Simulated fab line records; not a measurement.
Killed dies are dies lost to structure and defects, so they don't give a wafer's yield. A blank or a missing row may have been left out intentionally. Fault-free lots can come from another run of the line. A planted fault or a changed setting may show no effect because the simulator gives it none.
Which tool was responsible? / flow gf180mcu / 6 lots, 18 wafers sampled, at 4 steps of a route of 602

WHAT THE GAUGES READ, wafer by wafer
GF_V3_CD_MEAS_14: the cd target is 260 nm.
lot=L522; measured=day 23 18:26; on=cd sem-02; cd nm (nm)=261.3 260.6 261.0
lot=L529; measured=day 26 06:27; on=cd sem-01; cd nm (nm)=268.2 269.9 269.2 268.4 269.8 269.3
lot=L532; measured=day 27 05:08; on=cd sem-02; cd nm (nm)=268.9 267.9 267.2 268.8 267.9 267.3
lot=L536; measured=day 28 10:10; on=cd sem-02; cd nm (nm)=259.4 260.1 258.6
lot=L538; measured=day 28 19:24; on=cd sem-02; cd nm (nm)=259.0 261.2 258.7
lot=L541; measured=day 29 16:58; on=cd sem-02; cd nm (nm)=261.5 259.2 261.3

WHAT TOOL EACH LOT RAN ON (gives the tool, then ch and the chambers of the sampled wafers, and finally the start)
lot=L522; GF_M3_SPUTTER_03=pvd sputter-04, day 21 19:44; GF_V3_CVD_02=pecvd-03 ch 0,2, day 22 19:44; GF_V3_PEB_12=litho track-04 ch 0, day 23 18:05
lot=L529; GF_M3_SPUTTER_03=pvd sputter-02, day 24 10:10; GF_V3_CVD_02=pecvd-01 ch 0,2, day 25 09:03; GF_V3_PEB_12=litho track-02 ch 0, day 26 06:07
lot=L532; GF_M3_SPUTTER_03=pvd sputter-04, day 25 10:38; GF_V3_CVD_02=pecvd-03 ch 0,1,2, day 26 08:25; GF_V3_PEB_12=litho track-02 ch 0, day 27 04:41
lot=L536; GF_M3_SPUTTER_03=pvd sputter-04, day 26 16:01; GF_V3_CVD_02=pecvd-03 ch 0,1,2, day 27 13:54; GF_V3_PEB_12=litho track-01 ch 0, day 28 09:51
lot=L538; GF_M3_SPUTTER_03=pvd sputter-01, day 27 01:55; GF_V3_CVD_02=pecvd-01 ch 0,1, day 27 23:02; GF_V3_PEB_12=litho track-01 ch 0, day 28 19:03
lot=L541; GF_M3_SPUTTER_03=pvd sputter-01, day 28 01:02; GF_V3_CVD_02=pecvd-01 ch 0,2, day 28 21:38; GF_V3_PEB_12=litho track-04 ch 0, day 29 16:37
- GF_M3_SPUTTER_03: material Ti, target thk 10 nm, time 6.7 s.
- GF_V3_CVD_02: deposits SiO2 from TEOS, target thk 850 nm, time 94.851 s.
- GF_V3_PEB_12: peb time 90 s.

THE ANSWER, worked out from the rows above alone
Rule: what is usual is taken from the lots themselves. Put in order of their means at a reading, lots are off if they are a third of the lots or fewer, leave a main group of 4 or more, and stand apart from it by a gap of 3 or more times the standard deviation of the main group's means; of several such gaps the widest counts. Not used: any main group whose means are identical at the precision the tables above print for the reading. A lot without any number at a reading at which 4 lots or more have one is off too. All remaining lots with rows at the step are treated as sound.
Off: L529, L532 (GF_V3_CD_MEAS_14, cd nm). For the main group the mean is 260.2 nm and the standard deviation 0.67.
If a tool, at a process step before that reading, ran all the lots that are off and no sound lot after the first of them, it fits. Gauges at GF_V3_CD_MEAS_14: tried the same way as those tools. One fits: GF_V3_PEB_12 on litho track-02. It ran no sound lot before its first lot that is off in this sample, so the start can't be narrowed down.

WHAT THE SIMULATOR HAD INSERTED
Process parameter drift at GF_V3_PEB_12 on litho track-02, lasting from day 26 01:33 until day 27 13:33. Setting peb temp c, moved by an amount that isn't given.
Shown lots that were struck: L529, L532. The rule given above showed the same thing.
